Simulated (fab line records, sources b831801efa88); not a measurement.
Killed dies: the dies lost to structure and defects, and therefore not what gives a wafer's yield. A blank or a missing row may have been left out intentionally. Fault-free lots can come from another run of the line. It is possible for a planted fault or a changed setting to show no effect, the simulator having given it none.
Matching of chambers -- flow gf180mcu -- GF_V3_CVD_02 on pecvd-03 has 3 sister chambers
The step deposits SiO2 from TEOS, target thk 850 nm, time 94.851 s. 14 wafers are shown with their chamber, then 7 later ones without.

== WAFERS, EACH WITH ITS CHAMBER ==
wafer,chamber,heaterPowerW (W)
L879.2,2,491
L879.4,2,529
L879.5,1,770
L880.3,2,486
L880.4,1,783
L880.6,0,621
L883.2,2,523
L883.4,2,538
L883.6,1,765
L884.1,0,641
L884.3,2,500
L884.5,2,535
L885.1,0,671
L885.2,2,517

SIGNATURES (averages over the wafers above)
reading,chamber 0,chamber 1,chamber 2,scatter within a chamber
heaterPowerW,644.33,772.67,514.88,19.7
Rule: a wafer's distance from a chamber is the root of the sum, over the readings, of the square of ((its reading less the chamber's mean) divided by the reading's scatter). The wafer belongs to the nearest chamber; if the next one is less than 2 further off, it can't be placed. The scatter: the root of (the sum of the squares of (reading less its chamber's mean) over the shown wafers, divided by (wafers less chambers)).

== WAFERS MISSING THEIR CHAMBER ==
wafer,heaterPowerW (W)
L885.4,548
L898.1,733
L898.2,805
L898.6,520
L901.2,515
L901.3,780
L901.6,625

== WHICH CHAMBER EACH ONE RAN IN ==
wafer,from the rows above,in truth
L885.4,2,2
L898.1,1,1
L898.2,1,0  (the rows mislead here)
L898.6,2,2
L901.2,2,2
L901.3,1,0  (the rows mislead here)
L901.6,0,0
Placed correctly: 5 of 7. Left unplaced by these rows: 0. Placed wrongly: 2.
